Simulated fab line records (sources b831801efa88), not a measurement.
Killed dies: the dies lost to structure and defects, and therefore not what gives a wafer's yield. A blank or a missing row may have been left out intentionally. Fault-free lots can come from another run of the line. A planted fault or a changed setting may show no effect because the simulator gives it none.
Chamber matching || flow gf180mcu || GF_V2_CMP_04 on cmp-02: 4 sister chambers
The step polishes SiO2. 4 wafers are shown with their chamber, then 7 later ones without.

WAFERS WITH THEIR CHAMBER
{"wafer": "L636.1", "chamber": 1, "motor_current_A (A)": 10.8}
{"wafer": "L646.6", "chamber": 0, "motor_current_A (A)": 11.8}
{"wafer": "L650.2", "chamber": 3, "motor_current_A (A)": 10.2}
{"wafer": "L650.4", "chamber": 2, "motor_current_A (A)": 11.0}

WAFERS MISSING THEIR CHAMBER
{"wafer": "L650.5", "motor_current_A (A)": 10.3}
{"wafer": "L651.2", "motor_current_A (A)": 11.3}
{"wafer": "L651.5", "motor_current_A (A)": 11.0}
{"wafer": "L651.6", "motor_current_A (A)": 10.3}
{"wafer": "L652.1", "motor_current_A (A)": 10.0}
{"wafer": "L652.3", "motor_current_A (A)": 11.9}
{"wafer": "L652.4", "motor_current_A (A)": 10.9}

CHAMBER TAKEN BY EACH
{"wafer": "L650.5", "from the rows above": 3, "in truth": 3}
{"wafer": "L651.2", "from the rows above": "can't be placed: 2 or 0 or 1", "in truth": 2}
{"wafer": "L651.5", "from the rows above": "can't be placed: 2 or 1", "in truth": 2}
{"wafer": "L651.6", "from the rows above": 3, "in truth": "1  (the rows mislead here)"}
{"wafer": "L652.1", "from the rows above": 3, "in truth": 3}
{"wafer": "L652.3", "from the rows above": 0, "in truth": 0}
{"wafer": "L652.4", "from the rows above": "can't be placed: 1 or 2", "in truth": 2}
Correctly placed: 3 of 7. Unplaceable from these rows: 3, with the true chamber sitting among the candidates in 3. Wrongly placed: 1.
How it was worked out, from the rows above alone: a wafer's distance from a chamber is the root of the sum, over the readings, of the square of ((its reading less the chamber's mean) divided by the reading's scatter). The wafer belongs to the nearest chamber; if the next one is less than 2 further off, it can't be placed. Each chamber's mean is taken over the wafers shown for it. The scatter: with one shown wafer a chamber, the root of the mean of the squares of how far each hidden wafer lies from its nearest shown one.
